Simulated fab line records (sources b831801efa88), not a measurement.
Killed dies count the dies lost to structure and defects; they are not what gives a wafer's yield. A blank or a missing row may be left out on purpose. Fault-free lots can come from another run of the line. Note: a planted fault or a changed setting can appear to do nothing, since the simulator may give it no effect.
Which tool was responsible? ; flow sky130 ; 12 lots, 36 wafers sampled, at 3 steps of a route of 708

## WHAT THE GAUGES READ, wafer by wafer
SKY_VIA1_BOW_MEAS_03.
lot;measured;on;VIA1_BOW (um)
L957;day 32 20:42;film-metro-02;83 75 81
L958;day 33 14:07;film-metro-04;78 64 76
L959;day 33 17:12;film-metro-02;86 80 81
L960;day 33 22:08;film-metro-02;95 81 85
L961;day 34 03:46;film-metro-02;74 78 81
L966;day 35 21:55;film-metro-04;80 73 87
L967;day 36 02:14;film-metro-04;72 71 77
L968;day 36 10:37;film-metro-01;69 71 72
L971;day 37 17:22;film-metro-02;78 84 96
L972;day 38 01:59;film-metro-01;66 82 82
L975;day 38 15:16;film-metro-02;92 88 98
L980;day 39 23:38;film-metro-01;75 76 80

SKY_VIA1_RS_MEAS_22: measurement is done with a four-point probe.
lot;measured;on;VIA1_W_RS (ohm/sq)
L957;day 34 00:53;film-metro-02;0.415 0.431 0.414
L958;day 34 17:38;film-metro-04;0.422 0.428 0.415
L959;day 34 21:04;film-metro-04;0.428 0.421 0.429
L960;day 35 02:35;film-metro-04;0.434 0.433 0.430
L961;day 35 07:44;film-metro-04;0.432 0.424 0.434
L966;day 37 00:36;film-metro-04;0.433 0.429 0.429
L967;day 37 05:13;film-metro-01;0.418 0.419 0.433
L968;day 37 13:19;film-metro-04;0.420 0.432 0.423
L971;day 38 19:04;film-metro-02;0.412 0.429 0.412
L972;day 39 03:35;film-metro-02;0.416 0.416 0.428
L975;day 39 17:25;film-metro-01;0.427 0.425 0.420
L980;day 41 00:46;film-metro-01;0.432 0.423 0.428

## WHICH TOOL RAN EACH LOT (tool, then ch and the chambers of the sampled wafers, then the start)
lot;SKY_VIA1_STRIP_16
L957;plasma-asher-03 ch 0,1, day 34 00:05
L958;plasma-asher-02 ch 0,1, day 34 16:53
L959;plasma-asher-02 ch 1, day 34 20:18
L960;plasma-asher-02 ch 0,1, day 35 01:44
L961;plasma-asher-02 ch 0,1, day 35 06:58
L966;plasma-asher-01 ch 0, day 36 23:47
L967;plasma-asher-02 ch 0,1, day 37 04:00
L968;plasma-asher-01 ch 0,1, day 37 12:34
L971;plasma-asher-01 ch 0,1, day 38 18:19
L972;plasma-asher-01 ch 0,1, day 39 02:49
L975;plasma-asher-02 ch 0,1, day 39 16:39
L980;plasma-asher-01 ch 0,1, day 41 00:00
- SKY_VIA1_STRIP_16: strips in O2/N2.

## AS READ BY THE TOOLS THEMSELVES (means over the sampled wafers that have a number; for cases with no such wafer, the mark the record gives instead)
SKY_VIA1_STRIP_16.
lot;tool;drypump-motor-current-A (A);n2-flow-sccm (sccm);oes-product-au (a.u.);strip-time-to-endpoint-s (s)
L957;plasma-asher-03;6.2;300.0;0.416;4.457
L958;plasma-asher-02;6.0;299.0;0.418;4.464
L959;plasma-asher-02;4.9;300.0;0.419;4.458
L960;plasma-asher-02;5.5;300.0;0.413;4.482
L961;plasma-asher-02;6.0;299.2;0.417;4.460
L966;plasma-asher-01;5.9;299.4;0.415;4.452
L967;plasma-asher-02;5.5;299.7;0.417;4.491
L968;plasma-asher-01;5.8;300.4;0.411;4.430
L971;plasma-asher-01;5.8;301.3;0.414;4.438
L972;plasma-asher-01;5.8;300.4;0.415;4.475
L975;plasma-asher-02;6.0;300.0;0.418;4.471
L980;plasma-asher-01;5.8;301.3;0.412;4.434

## THE ANSWER, worked out from the rows above alone
Rule: usual is defined by the lots themselves. Put in order of their means at a reading, lots are off if they are a third of the lots or fewer, leave a main group of 4 or more, and stand apart from it by a gap of 3 or more times the standard deviation of the main group's means; of several such gaps the widest counts. Not used: any main group whose means are identical at the precision the tables above print for the reading. Also off: a lot with no number at a reading for which 4 or more lots have one. All remaining lots with rows at the step are treated as sound. After the gauges, taken in route order, come the tools' own readings; for these a lot's mean is taken, as printed above. At the first step where some lot is off, the reading lying furthest off is the one used; lots without a number count as furthest.
Across all readings shown, no lot is off: no conclusion can be drawn from this.

## WHAT THE SIMULATOR HAD INSERTED
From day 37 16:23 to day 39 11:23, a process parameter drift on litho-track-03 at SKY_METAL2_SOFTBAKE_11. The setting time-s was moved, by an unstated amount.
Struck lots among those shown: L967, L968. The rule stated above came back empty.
